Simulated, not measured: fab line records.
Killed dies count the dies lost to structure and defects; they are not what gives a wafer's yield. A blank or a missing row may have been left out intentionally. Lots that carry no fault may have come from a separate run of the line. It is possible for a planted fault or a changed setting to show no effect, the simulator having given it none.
A lot that was struck, set against a sound lot -- flow gf180mcu -- 19 out of 602 route steps
Sound: wafers L838.2, L838.3, L838.5. Struck: wafers L844.1, L844.4, L844.6. The cause is given at the end.
Per side, at each step with rows, come the tool, then ch with its chambers, and then its first start. Under that, the readings that differ: sound wafers -- struck wafers -- difference of the means -- sigmas: that difference in standard deviations of wafers without a fault.
alike: readings with means less than 2 such deviations apart, plus words and numbers identical on both sides. not compared: withheld readings, readings lacking a value on some wafer, bounds such as >300 that could conceal the same value, and numbers that have no deviation in the record and whose values overlap.
Wherever a step has rows on one side only, a row that says differs or no value, or a row with sigmas, the two part there. Numbers that have no deviation but don't overlap get no sigmas and don't part them. A reading that every wafer of one side lacks parts them only if that side has two wafers or more.

GF_M2_SPUTTER_00: material Ti, target thk 37.5 nm, time 150 s.
  struck on pvd-sputter-04, day 23 12:17; sound on pvd-sputter-04, day 21 09:58
  alike: throttle-valve-pct
GF_M2_SPUTTER_01: material TiN, target thk 30 nm, time 25 s.
  struck on pvd-sputter-04, day 23 12:23; sound on pvd-sputter-04, day 21 10:04
  alike: throttle-valve-pct
then, 1 step without rows for these wafers: GF_M2_SPUTTER_02 (material AlCu, target thk 450 nm, time 23.9 s).
GF_M2_SPUTTER_03: material Ti, target thk 10 nm, time 6.7 s.
  struck on pvd-sputter-04, day 23 12:26; sound on pvd-sputter-04, day 21 10:08
  alike: throttle-valve-pct
GF_M2_SPUTTER_04: material TiN, target thk 50 nm, time 41.7 s.
  struck on pvd-sputter-04, day 23 12:28; sound on pvd-sputter-04, day 21 10:09
  alike: throttle-valve-pct
GF_M2_RS_MEAS_05: a four-point-probe measurement.
  struck on film-metro-02, day 23 12:30; sound on film-metro-02, day 21 10:13
  alike: M2_ALCU_RS
GF_M2_THK_MEAS_06: measures by xrf.
  struck on film-metro-02, day 23 12:37; sound on film-metro-02, day 21 10:19
  alike: M2_ALCU_THK
then, 5 steps without rows for these wafers: GF_M2_DEHYDRATE_07 (time 60 s); GF_M2_HMDS_08 (prime time 60 s); GF_M2_COAT_09 (resist thk 1000 nm); GF_M2_SOFTBAKE_10 (time 60 s); GF_M2_EXPOSE_11 (exposes mask Metal2, target cd 280 nm).
GF_M2_PEB_12: peb time 90 s.
  sound on litho-track-03 ch 0, day 22 08:59; struck on litho-track-02 ch 0, day 24 10:12
reading,sound,struck,difference,sigmas
heater-power-total-W (W),85.65 85.69 85.65,94.61 94.91 94.96,+9.16,+99 or more
then, 1 step without rows for these wafers: GF_M2_DEVELOP_13 (develop time 60 s).
GF_M2_CD_MEAS_14: the cd target is 280 nm.
  struck on cd-sem-02, day 24 10:59; sound on cd-sem-01, day 22 09:19
reading,sound,struck,difference,sigmas
cd-nm (nm),277.9 278.3 277.6,287.7 287.1 287.9,+9.6,+7
  not compared: hold
GF_M2_OVL_MEAS_15:
  struck on overlay-01, day 24 12:19; sound on overlay-02, day 22 09:26
reading,sound,struck,difference,sigmas
hold,- - -,await-dispo/1.2h/release await-dispo/1.2h/release await-dispo/1.2h/release,no value on the sound wafers,
  alike: M2_OVL
GF_M2_METAL_ETCH_16: etches the open film in Cl2/BCl3, stops on SiO2, target depth 750.8 nm, time 125.1 s.
  sound on rie-metal-01 ch 0,1, day 22 09:28; struck on rie-metal-01 ch 0, day 24 12:20
reading,sound,struck,difference,sigmas
drypump-motor-current-A (A),5.3 5.3 6.5,6.5 6.5 6.5,+0.8,+2
oes-product-au (a.u.),0.998 0.993 0.992,0.986 0.986 0.979,-0.011,-2
model.M2.cd-nm (nm),281 280.9 286.1,299.8 297.7 297.9,+15.8,
  alike: throttle-valve-pct
  not compared: rf-hours-counter-h
GF_M2_STRIP_17: strips in O2/N2.
  sound on plasma-asher-04 ch 0,1, day 22 09:35; struck on plasma-asher-01 ch 0,1, day 24 12:36
  alike: drypump-motor-current-A, heater-power-w, o2-flow-sccm, oes-product-au, strip-time-to-endpoint-s
  not compared: rf-hours-counter-h
-- the record jumps here: 9 days lie between the struck wafers' starts before and after (it left off in module M2 and takes up again in module PASSIVATION, whose first step shown is number 602 of the route) --
GF_PASSIVATION_PROBE_99:
  the record has rows for the struck wafers here (prober-01, day 33 02:25) and none for the sound ones

WHERE THEY PART
At GF_M2_PEB_12 first; at GF_PASSIVATION_PROBE_99 last (within this record only).

WHY: what the simulator had put in
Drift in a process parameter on litho-track-02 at GF_M2_PEB_12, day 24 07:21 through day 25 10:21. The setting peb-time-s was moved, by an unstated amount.
